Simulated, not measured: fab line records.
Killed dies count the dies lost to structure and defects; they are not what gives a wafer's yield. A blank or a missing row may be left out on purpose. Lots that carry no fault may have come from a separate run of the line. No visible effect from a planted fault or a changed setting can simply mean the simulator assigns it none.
A lot that was struck, set against a sound lot    flow gf180mcu    20 out of 602 route steps
Sound: these wafers, L994.1, L994.4, L994.5. The struck wafers were L101.2, L101.4, L101.5. At the end, the cause is stated.
For every step that has rows: the tool of each side, followed by ch and its chambers, followed by its first start. Under that, the readings that differ: sound wafers    struck wafers    difference of the means    sigmas: that difference in standard deviations of wafers without a fault.
alike: readings with means less than 2 such deviations apart, plus words and numbers identical on both sides. not compared: withheld readings, readings lacking a value on some wafer, bounds such as >300 that could conceal the same value, and numbers that have no deviation in the record and whose values overlap.
Wherever a step has rows on one side only, a row that says differs or no value, or a row with sigmas, the two part there. Numbers that have no deviation but don't overlap get no sigmas and don't part them. Lack of a reading on every wafer of one side parts them only where that side has two or more wafers.

first, 2 steps without rows for these wafers: GF_HV_LDD_PEB_29; GF_HV_LDD_DEVELOP_30 (develop time 60 s).
GF_HV_LDD_CD_MEAS_31: target cd 400 nm.
  struck on cd sem-02, day 16 23:01; sound on cd sem-02, day 14 11:10
reading     sound              struck             difference  sigmas
cd nm (nm)  404.3 405.0 404.6  398.7 398.3 398.0  -6.3        -3
GF_HV_LDD_OVL_MEAS_32:
  struck on overlay-01, day 16 23:07; sound on overlay-02, day 14 11:17
  alike: HV_LDD_02_OVL
then, 4 steps without rows for these wafers: GF_HV_LDD_IMPLANT_33; GF_HV_LDD_IMPLANT_34; GF_HV_LDD_IMPLANT_35; GF_HV_LDD_IMPLANT_36.
GF_HV_LDD_STRIP_37: strips in O2/N2.
  sound on plasma asher-04 ch 0,1, day 14 11:55; struck on plasma asher-01 ch 0, day 16 23:44
  alike: drypump motor current A, heater power w, oes product au, strip time to endpoint s
  not compared: rf hours counter h
GF_HV_LDD_TW_MEAS_38:
  struck on film metro-03, day 16 23:51; sound on film metro-04, day 14 12:01
reading      sound           struck          difference  sigmas
HV_LDD_3_TW  1454 1458 1459  1438 1449 1437  -16         -2
then, 2 steps without rows for these wafers: GF_HV_LDD_DEHYDRATE_39 (time 60 s); GF_HV_LDD_HMDS_40 (prime time 60 s).
GF_HV_LDD_COAT_41: resist thk 1000 nm.
  struck on litho track-03, day 17 10:38; sound on litho track-02 ch 0, day 14 22:29
  no value came back on the struck wafers for chill plate temp C (C), dispense pressure kPa (kPa); on the sound wafers chill plate temp C (C) reads 23.03 22.95 22.99
then, 4 steps without rows for these wafers: GF_HV_LDD_SOFTBAKE_42 (time 60 s); GF_HV_LDD_EXPOSE_43 (exposes mask Pplus HV AREA, target cd 400 nm); GF_HV_LDD_PEB_44; GF_HV_LDD_DEVELOP_45 (develop time 60 s).
GF_HV_LDD_CD_MEAS_46: target cd 400 nm.
  struck on cd sem-02, day 17 22:32; sound on cd sem-01, day 15 09:19
reading     sound              struck  difference                     sigmas
cd nm (nm)  396.4 396.9 396.1  - - -   no value on the struck wafers  
GF_HV_LDD_OVL_MEAS_47:
  struck on overlay-01, day 17 22:38; sound on overlay-02, day 15 09:26
reading             sound        struck  difference                     sigmas
HV_LDD_03_OVL (nm)  2.7 2.5 3.3  - - -   no value on the struck wafers  
-- here the record skips 16 days between the struck wafers' starts before and after, leaving off in module HV_LDD and picking up in module PASSIVATION (first step shown: number 602 of the route) --
GF_PASSIVATION_PROBE_99:
  only the struck wafers here have rows in the record (prober-01, day 33 14:02); the sound ones have none

WHERE THEY PART
Last at GF_PASSIVATION_PROBE_99 as far as this record goes, first at GF_HV_LDD_CD_MEAS_31.

WHY: what the simulator had put in
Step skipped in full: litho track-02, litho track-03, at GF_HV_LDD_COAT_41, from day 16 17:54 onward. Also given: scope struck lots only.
